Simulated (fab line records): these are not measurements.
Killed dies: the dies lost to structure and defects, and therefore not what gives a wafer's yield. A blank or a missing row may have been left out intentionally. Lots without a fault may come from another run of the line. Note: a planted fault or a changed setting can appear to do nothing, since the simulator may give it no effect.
Which tool did it? / flow gf180mcu / 38 wafers from 13 lots sampled at 5 of the route's 602 steps

## WHAT THE GAUGES SHOWED, per wafer
GF_V2_THK_MEAS_25: measures by xrf.
lot=L533; measured=day 20 16:13; on=film-metro-02; V2_W_THK (nm)=345 347 345
lot=L534; measured=day 21 04:02; on=film-metro-02; V2_W_THK (nm)=349 345 343
lot=L535; measured=day 21 14:25; on=film-metro-01; V2_W_THK (nm)=353 342 348
lot=L539; measured=day 23 04:56; on=film-metro-02; V2_W_THK (nm)=340 339 345
lot=L540; measured=day 23 05:35; on=film-metro-01; V2_W_THK (nm)=342 350 349
lot=L541; measured=day 23 20:08; on=film-metro-02; V2_W_THK (nm)=345 341 350
lot=L542; measured=day 24 01:35; on=film-metro-02; V2_W_THK (nm)=345 340 338
lot=L545; measured=day 24 23:57; on=film-metro-04; V2_W_THK (nm)=341 347
lot=L549; measured=day 26 06:10; on=film-metro-04; V2_W_THK (nm)=347 348 348
lot=L550; measured=day 26 12:20; on=film-metro-02; V2_W_THK (nm)=342 342 332
lot=L551; measured=day 26 21:17; on=film-metro-01; V2_W_THK (nm)=355 357 356
lot=L553; measured=day 27 12:09; on=film-metro-02; V2_W_THK (nm)=352 351 348
lot=L555; measured=day 28 05:01; on=film-metro-01; V2_W_THK (nm)=353 353 351

GF_V3_THK_MEAS_01.
lot=L533; measured=day 21 17:14; on=film-metro-03; V3_CVD_00_THK (nm)=601 607 606
lot=L534; measured=day 22 05:25; on=film-metro-03; V3_CVD_00_THK (nm)=605 605 603
lot=L535; measured=day 22 15:46; on=film-metro-04; V3_CVD_00_THK (nm)=605 591 601
lot=L539; measured=day 24 04:58; on=film-metro-03; V3_CVD_00_THK (nm)=613 613 610
lot=L540; measured=day 24 05:29; on=film-metro-02; V3_CVD_00_THK (nm)=604 601 602
lot=L541; measured=day 24 19:22; on=film-metro-02; V3_CVD_00_THK (nm)=1202 1193 1209
lot=L542; measured=day 25 00:55; on=film-metro-04; V3_CVD_00_THK (nm)=592 605 604
lot=L545; measured=day 25 23:04; on=film-metro-02; V3_CVD_00_THK (nm)=1206 1221
lot=L549; measured=day 27 04:38; on=film-metro-04; V3_CVD_00_THK (nm)=609 605 605
lot=L550; measured=day 27 10:38; on=film-metro-02; V3_CVD_00_THK (nm)=605 598 599
lot=L551; measured=day 27 18:32; on=film-metro-03; V3_CVD_00_THK (nm)=596 597 600
lot=L553; measured=day 28 09:38; on=film-metro-04; V3_CVD_00_THK (nm)=604 602 605
lot=L555; measured=day 29 01:48; on=film-metro-04; V3_CVD_00_THK (nm)=595 608 596

## WHICH TOOL RAN EACH LOT (tool, then ch and the chambers of the sampled wafers, then the start)
lot=L533; GF_V2_CVD_23=cvd-w-02 ch 0,1, day 20 15:59; GF_M3_SPUTTER_00=pvd-sputter-04, day 20 16:34; GF_V3_CVD_00=hdpcvd-01 ch 1,2, day 21 17:10
lot=L534; GF_V2_CVD_23=cvd-w-01 ch 1, day 21 03:48; GF_M3_SPUTTER_00=pvd-sputter-04, day 21 04:34; GF_V3_CVD_00=hdpcvd-01 ch 0,2, day 22 05:20
lot=L535; GF_V2_CVD_23=cvd-w-02 ch 0,1, day 21 14:11; GF_M3_SPUTTER_00=pvd-sputter-01, day 21 14:50; GF_V3_CVD_00=hdpcvd-02 ch 0,2, day 22 15:40
lot=L539; GF_V2_CVD_23=cvd-w-01 ch 0,1, day 23 04:43; GF_M3_SPUTTER_00=pvd-sputter-02, day 23 05:18; GF_V3_CVD_00=hdpcvd-02 ch 0,1,2, day 24 04:54
lot=L540; GF_V2_CVD_23=cvd-w-02 ch 0,1, day 23 05:22; GF_M3_SPUTTER_00=pvd-sputter-01, day 23 05:57; GF_V3_CVD_00=hdpcvd-01 ch 0,1,2, day 24 05:25
lot=L541; GF_V2_CVD_23=cvd-w-02 ch 0,1, day 23 19:56; GF_M3_SPUTTER_00=pvd-sputter-02, day 23 20:29; GF_V3_CVD_00=hdpcvd-02 ch 0,1,2, day 24 19:02
lot=L542; GF_V2_CVD_23=cvd-w-01 ch 0,1, day 24 01:21; GF_M3_SPUTTER_00=pvd-sputter-01, day 24 01:56; GF_V3_CVD_00=hdpcvd-01 ch 0,1, day 25 00:50
lot=L545; GF_V2_CVD_23=cvd-w-01 ch 0,1, day 24 23:44; GF_M3_SPUTTER_00=pvd-sputter-04, day 25 00:17; GF_V3_CVD_00=hdpcvd-01 ch 0,1, day 25 22:44
lot=L549; GF_V2_CVD_23=cvd-w-01 ch 0,1, day 26 05:56; GF_M3_SPUTTER_00=pvd-sputter-02, day 26 06:31; GF_V3_CVD_00=hdpcvd-02 ch 0,2, day 27 04:34
lot=L550; GF_V2_CVD_23=cvd-w-01 ch 0,1, day 26 12:05; GF_M3_SPUTTER_00=pvd-sputter-02, day 26 12:42; GF_V3_CVD_00=hdpcvd-01 ch 0,1,2, day 27 10:34
lot=L551; GF_V2_CVD_23=cvd-w-01 ch 0,1, day 26 21:02; GF_M3_SPUTTER_00=pvd-sputter-02, day 26 21:38; GF_V3_CVD_00=hdpcvd-02 ch 0,2, day 27 18:28
lot=L553; GF_V2_CVD_23=cvd-w-01 ch 0,1, day 27 11:55; GF_M3_SPUTTER_00=pvd-sputter-04, day 27 12:31; GF_V3_CVD_00=hdpcvd-02 ch 0,1,2, day 28 09:34
lot=L555; GF_V2_CVD_23=cvd-w-02 ch 0,1, day 28 04:47; GF_M3_SPUTTER_00=pvd-sputter-02, day 28 05:23; GF_V3_CVD_00=hdpcvd-02 ch 0,2, day 29 01:44
- GF_V2_CVD_23: deposits W, target thk 350 nm, time 104.94 s.
- GF_M3_SPUTTER_00: material Ti, target thk 37.5 nm, time 150 s.
- GF_V3_CVD_00: deposits SiO2, target thk 600 nm, time 100 s.

## AS READ BY THE TOOLS THEMSELVES (means over the sampled wafers that have a number; for cases with no such wafer, the mark the record gives instead)
GF_V2_CVD_23.
lot=L533; tool=cvd-w-02; heater-power-w (W)=856
lot=L534; tool=cvd-w-01; heater-power-w (W)=849
lot=L535; tool=cvd-w-02; heater-power-w (W)=859
lot=L539; tool=cvd-w-01; heater-power-w (W)=781
lot=L540; tool=cvd-w-02; heater-power-w (W)=879
lot=L541; tool=cvd-w-02; heater-power-w (W)=861
lot=L542; tool=cvd-w-01; heater-power-w (W)=817
lot=L545; tool=cvd-w-01; heater-power-w (W)=824
lot=L549; tool=cvd-w-01; heater-power-w (W)=793
lot=L550; tool=cvd-w-01; heater-power-w (W)=840
lot=L551; tool=cvd-w-01; heater-power-w (W)=834
lot=L553; tool=cvd-w-01; heater-power-w (W)=820
lot=L555; tool=cvd-w-02; heater-power-w (W)=936

GF_M3_SPUTTER_00.
lot=L533; tool=pvd-sputter-04; substrate-temp-c (C)=200.16; throttle-valve-pct (%)=28.7
lot=L534; tool=pvd-sputter-04; substrate-temp-c (C)=199.86; throttle-valve-pct (%)=30.5
lot=L535; tool=pvd-sputter-01; substrate-temp-c (C)=200.17; throttle-valve-pct (%)=31.0
lot=L539; tool=pvd-sputter-02; substrate-temp-c (C)=200.21; throttle-valve-pct (%)=29.9
lot=L540; tool=pvd-sputter-01; substrate-temp-c (C)=200.01; throttle-valve-pct (%)=30.5
lot=L541; tool=pvd-sputter-02; substrate-temp-c (C)=200.09; throttle-valve-pct (%)=29.9
lot=L542; tool=pvd-sputter-01; substrate-temp-c (C)=199.97; throttle-valve-pct (%)=29.8
lot=L545; tool=pvd-sputter-04; substrate-temp-c (C)=199.85; throttle-valve-pct (%)=29.6
lot=L549; tool=pvd-sputter-02; substrate-temp-c (C)=200.03; throttle-valve-pct (%)=29.9
lot=L550; tool=pvd-sputter-02; substrate-temp-c (C)=199.79; throttle-valve-pct (%)=30.1
lot=L551; tool=pvd-sputter-02; substrate-temp-c (C)=200.17; throttle-valve-pct (%)=29.9
lot=L553; tool=pvd-sputter-04; substrate-temp-c (C)=199.88; throttle-valve-pct (%)=30.1
lot=L555; tool=pvd-sputter-02; substrate-temp-c (C)=200.13; throttle-valve-pct (%)=29.9

## THE ANSWER, worked out from the rows above alone
Rule: the usual values come from the lots themselves. The widest of any qualifying gaps counts: lots, ordered by their means at a reading, are off when they make up no more than a third of the lots, leave a main group of 4 or more, and stand apart from it by 3 or more times the standard deviation of that group's means. A main group is skipped when, at the precision printed for the reading in the tables above, its means are all equal. Also off: a lot with no number at a reading for which 4 or more lots have one. Any other lot the step has rows for is counted as sound. Order of review: gauges by route order, followed by the tools' own readings, for which a lot's mean as printed above is used. At the first step where some lot is off, the reading lying furthest off is the one used; lots without a number count as furthest.
Off: L541, L545, seen at GF_V3_THK_MEAS_01 (V3_CVD_00_THK). For the main group the mean is 603 nm and the standard deviation 3.9.
If a tool, at a process step before that reading, ran all the lots that are off and no sound lot after the first of them, it fits. Those tools and the gauges at GF_V3_THK_MEAS_01 are tried in the same way. Not one of the candidates tried fits.

## WHAT WAS PUT IN BY THE SIMULATOR
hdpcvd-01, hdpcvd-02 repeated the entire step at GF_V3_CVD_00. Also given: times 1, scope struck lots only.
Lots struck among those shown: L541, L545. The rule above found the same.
